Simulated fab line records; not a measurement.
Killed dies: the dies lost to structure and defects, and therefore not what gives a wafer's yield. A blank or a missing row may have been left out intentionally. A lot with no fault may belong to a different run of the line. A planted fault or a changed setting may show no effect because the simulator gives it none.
Matching of chambers ; flow sky130 ; SKY_CONTACT_CMP_04 on cmp-02 has 4 sister chambers
The step polishes SiO2. 16 wafers are shown with their chamber, then 8 later ones without.

## WAFERS WITH THEIR CHAMBER
wafer;chamber;motor-current-A (A);time-to-endpoint-s (s)
L184.1;3;12.2;87
L184.2;1;12.0;88
L184.3;0;11.4;92
L185.3;2;13.3;85
L185.5;1;11.9;94
L185.6;0;11.6;91
L186.2;0;11.8;93
L186.4;3;12.8;90
L186.5;3;12.4;90
L195.2;3;12.0;89
L195.4;0;12.3;87
L195.5;2;13.0;85
L197.4;3;12.4;87
L197.5;0;12.1;88
L197.6;3;12.2;92
L203.1;3;12.3;88

SIGNATURES, as means of the wafers listed above
reading;chamber 0;chamber 1;chamber 2;chamber 3;scatter within a chamber
motor-current-A;11.840;11.950;13.150;12.329;0.282
time-to-endpoint-s;90.20;91.00;85.00;89.00;2.32
Rule: for each reading, subtract the chamber's mean from the wafer's reading, divide by that reading's scatter and square the result; add these up over the readings and take the root, which gives the wafer's distance from the chamber. If the next closest chamber is less than 2 further off than the closest, the wafer can't be placed; otherwise it belongs to the closest. The scatter: the root of (the sum of the squares of (reading less its chamber's mean) over the shown wafers, divided by (wafers less chambers)).

## WAFERS WITHOUT THEIR CHAMBER
wafer;motor-current-A (A);time-to-endpoint-s (s)
L203.5;13.1;83
L203.6;12.3;91
L206.1;11.6;88
L206.3;12.4;84
L206.4;12.4;86
L205.1;13.9;82
L205.2;11.2;85
L205.4;11.2;88

## CHAMBER TAKEN BY EACH
wafer;from the rows above;in truth
L203.5;2;2
L203.6;can't be placed: 3 or 1 or 0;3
L206.1;can't be placed: 0 or 1 or 3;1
L206.3;can't be placed: 3 or 2 or 0 or 1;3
L206.4;can't be placed: 3 or 1 or 0 or 2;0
L205.1;2;2
L205.2;can't be placed: 0 or 1 or 3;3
L205.4;can't be placed: 0 or 1 or 3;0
Placed correctly: 2 of 8. Not placeable from these rows: 6 (in 6, the candidates include the true chamber). 0 placed wrongly.
